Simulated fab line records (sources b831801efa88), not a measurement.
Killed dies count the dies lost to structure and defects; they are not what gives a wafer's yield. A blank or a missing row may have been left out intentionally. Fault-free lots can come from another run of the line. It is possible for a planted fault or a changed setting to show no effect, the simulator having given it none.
Matching of chambers | flow gf180mcu | cmp-01 running GF_V3_CMP_26: 4 sister chambers
The step polishes, stops on SiO2, t overpolish 15 s, target thk 0 nm. 4 wafers are shown with their chamber, then 8 later ones without.

== WAFERS PAIRED WITH THEIR CHAMBERS ==
wafer  | chamber | motorCurrentA (A)
L275.6 | 0       | 10.2
L276.1 | 2       | 11.0
L276.4 | 3       | 11.8
L278.1 | 1       | 11.0

== WAFERS WITHOUT THEIR CHAMBER ==
wafer  | motorCurrentA (A)
L278.3 | 10.5
L278.5 | 10.8
L280.2 | 11.0
L280.3 | 11.2
L280.5 | 11.0
L289.2 | 12.2
L289.3 | 10.6
L289.6 | 11.5

== EACH ONE'S CHAMBER ==
wafer  | from the rows above          | in truth
L278.3 | can't be placed: 0 or 1 or 2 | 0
L278.5 | can't be placed: 1 or 2 or 0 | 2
L280.2 | can't be placed: 1 or 2      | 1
L280.3 | can't be placed: 1 or 2 or 3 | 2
L280.5 | can't be placed: 1 or 2      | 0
L289.2 | 3                            | 3
L289.3 | can't be placed: 0 or 1 or 2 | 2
L289.6 | can't be placed: 3 or 1 or 2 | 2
Placed correctly: 1 of 8. From these rows, 7 cannot be placed; in 6 the true chamber is one of the candidates. Placed wrongly: 0.
How it was worked out, from the rows above alone: a wafer's distance from a chamber is the root of the sum, over the readings, of the square of ((its reading less the chamber's mean) divided by the reading's scatter). The wafer belongs to the nearest chamber; if the next one is less than 2 further off, it can't be placed. A chamber's mean is the mean of its shown wafers. The scatter (one wafer shown for each chamber): square how far every hidden wafer sits from the nearest shown wafer, average those squares and take the square root.
